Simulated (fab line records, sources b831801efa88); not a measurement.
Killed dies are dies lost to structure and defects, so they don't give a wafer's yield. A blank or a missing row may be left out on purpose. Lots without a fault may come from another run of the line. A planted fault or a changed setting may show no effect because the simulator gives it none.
One fault seen from 2 desks | flow gf180mcu | each desk has only its own numbers; what lay behind them comes last

THE TOOL OWNER'S DESK: wet_bench-03
The tool's own readings at GF_VT_IMPLANT_WET_ETCH_50 (etches SiO2 in dHF, target depth 20 nm, time 400 s): means of the sampled wafers that have a number, for each lot that ran on this tool. A lot is out of limits, marked OUT, if its mean lies more than 4 standard deviations from the usual mean; the brackets give that distance.
Columns: A = run_length_s at GF_VT_IMPLANT_WET_ETCH_50, usual 430 s
lot  | first seen here | A
L188 | day 7 20:22     | 433
L189 | day 8 02:13     | 434
L191 | day 8 16:55     | 427
L193 | day 9 04:13     | 427
L195 | day 9 21:19     | 453 (+6.1) OUT
L204 | day 12 12:04    | 431
L206 | day 13 01:43    | 434
L208 | day 13 14:58    | 426
L209 | day 13 19:46    | 427
This desk's finding: out of limits on L195; first on L195, day 9 21:19 (run_length_s at GF_VT_IMPLANT_WET_ETCH_50). In limits: L188, L189, L191, L193, L204, L206, L208, L209.

THE METROLOGY DESK
What the gauges read, lot by lot, whatever tool the lot ran on: means of the sampled wafers that have a number. A lot is out of limits, marked OUT, if its mean lies more than 4 standard deviations from the usual mean; the brackets give that distance.
Columns: A = cd_nm at GF_PSD_CD_MEAS_07, usual 399.5 nm
lot  | first seen here | A
L188 | day 14 14:11    | 399.8
L189 | day 15 00:34    | 402.1
L191 | day 15 17:54    | 400.9
L193 | day 16 07:11    | 400.4
L194 | day 16 20:33    | 400.3
L195 | day 17 08:04    | 398.1
L197 | day 17 22:19    | 399.8
L204 | day 20 12:55    | 396.3
L205 | day 20 17:35    | 397.9
L206 | day 21 05:23    | 401.6
L207 | day 21 10:37    | 399.0
L208 | day 21 21:36    | 400.2
L209 | day 22 02:13    | 402.2
This desk's finding: nothing out of limits on any of the 13 lots.

PUT TOGETHER
The tool owner's desk could have raised an alarm at day 9 21:19, on L195.
The metrology desk saw nothing out of limits.
The metrology desk has L195 on record, within its limits.
Of the lots named, all ran GF_VT_IMPLANT_WET_ETCH_50 on wet_bench-03.

WHAT THE SIMULATOR HAD PUT IN
Process parameter drift: wet_bench-03, from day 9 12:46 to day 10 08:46, at GF_VT_IMPLANT_WET_ETCH_50. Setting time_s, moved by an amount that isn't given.
Lots struck among those shown: L195.
Hours from the fault's start to each desk's first reading out of limits: the tool owner's desk, 9.
